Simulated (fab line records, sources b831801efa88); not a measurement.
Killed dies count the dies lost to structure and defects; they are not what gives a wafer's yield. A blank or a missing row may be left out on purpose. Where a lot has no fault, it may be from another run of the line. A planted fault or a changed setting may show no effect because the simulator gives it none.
8D (eight disciplines) problem report, filled in by code || flow sky130 || the parts of the form that need people (team, actions taken, sign-off) are left out

## 1. PROBLEM STATEMENT
Mean of dose ions cm2 at SKY_LDD_N_IMPLANT_10: 4.110e+13 across 9 wafers in 3 lots; on wafers with no fault it is 7.502e+13 (standard deviation 8.3e+10). That is -99 or more standard deviations from the usual mean.
The first sign was on wafer L577.3 at day 23 11:59, on implanter-02. At this step, 36 wafers from 12 lots have a number in the record. Rule for "out", or "out of limits": more than 4 standard deviations from the usual mean. The rest of the wafers with a number are treated as sound.

## 2. WHAT IT IS, AND WHAT IT ISN'T
{"question": "which readings at this step", "is": "dose ions cm2, faraday current uA", "is not": "-"}
{"question": "which lots", "is": "L577, L578, L580", "is not": "L565, L567, L568, L569, L570, L573, L581, L582, L584"}
{"question": "which wafers of those lots", "is": "all that have a number", "is not": "-"}
{"question": "read on which tools", "is": "implanter-02", "is not": "implanter-01, implanter-04"}
{"question": "when", "is": "from day 23 11:59", "is not": "up to then (18 sound wafers); but 9 sound wafers of L581, L582, L584 came after"}

## 3. THE SUSPECTS, EACH WITH WHAT RULES IT OUT
Counting: a tool stays on the suspect list if, at a process step up to the reading, it processed all lots that are out and no sound lot following the first of them.
- implanter-02 at SKY_LDD_N_IMPLANT_10: kept. It ran every lot that is out, first L577 (day 23 11:59), and no sound lot after that; its last sound lot up to then is L567 (day 20 12:47). Its own dose ions cm2, faraday current uA readings are out on those wafers.
Remaining after the count: implanter-02 at SKY_LDD_N_IMPLANT_10.

## 4. THE CAUSE (what the simulator had put in)
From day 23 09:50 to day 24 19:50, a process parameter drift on implanter-02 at SKY_LDD_N_IMPLANT_10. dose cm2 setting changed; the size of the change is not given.
Only this tool survived the counting.

## 5. THE CHAIN OF EFFECTS, in route order
One row per reading whose mean, taken over the struck wafers that have a number, lies over 3 standard deviations from the usual. Only readings whose record carries a usual standard deviation are examined. hours: median over the lots of the time between each lot's start at the first step of this table that gives one and its start at this step. sigmas: the change, counted in usual standard deviations.
{"hours": 0, "step": "SKY_LDD_N_IMPLANT_10", "reading": "dose ions cm2", "usual": 7.502e+13, "on struck wafers": 4.110e+13, "change": -3.392e+13, "sigmas": "-99 or more"}
{"hours": 0, "step": "SKY_LDD_N_IMPLANT_10", "reading": "faraday current uA", "usual": 423, "on struck wafers": 233, "change": -190, "sigmas": -25}
{"hours": 1, "step": "SKY_LDD_N_STRIP_16", "reading": "strip time to endpoint s", "usual": "4.312 s", "on struck wafers": 4.215, "change": -0.097, "sigmas": -6.1}
The process steps in it:
- SKY_LDD_N_IMPLANT_10
- SKY_LDD_N_STRIP_16: strips in O2/N2.
Later steps that measure or inspect, where all struck wafers having a row at the step show a number for every such reading and not one has moved that far: SKY_SD_N_TW_MEAS_12.

## 6. HOW IT WOULD HAVE BEEN CAUGHT EARLIER
In this record the first reading out of limits was taken at day 23 11:59, 2 hours after the fault began at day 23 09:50.
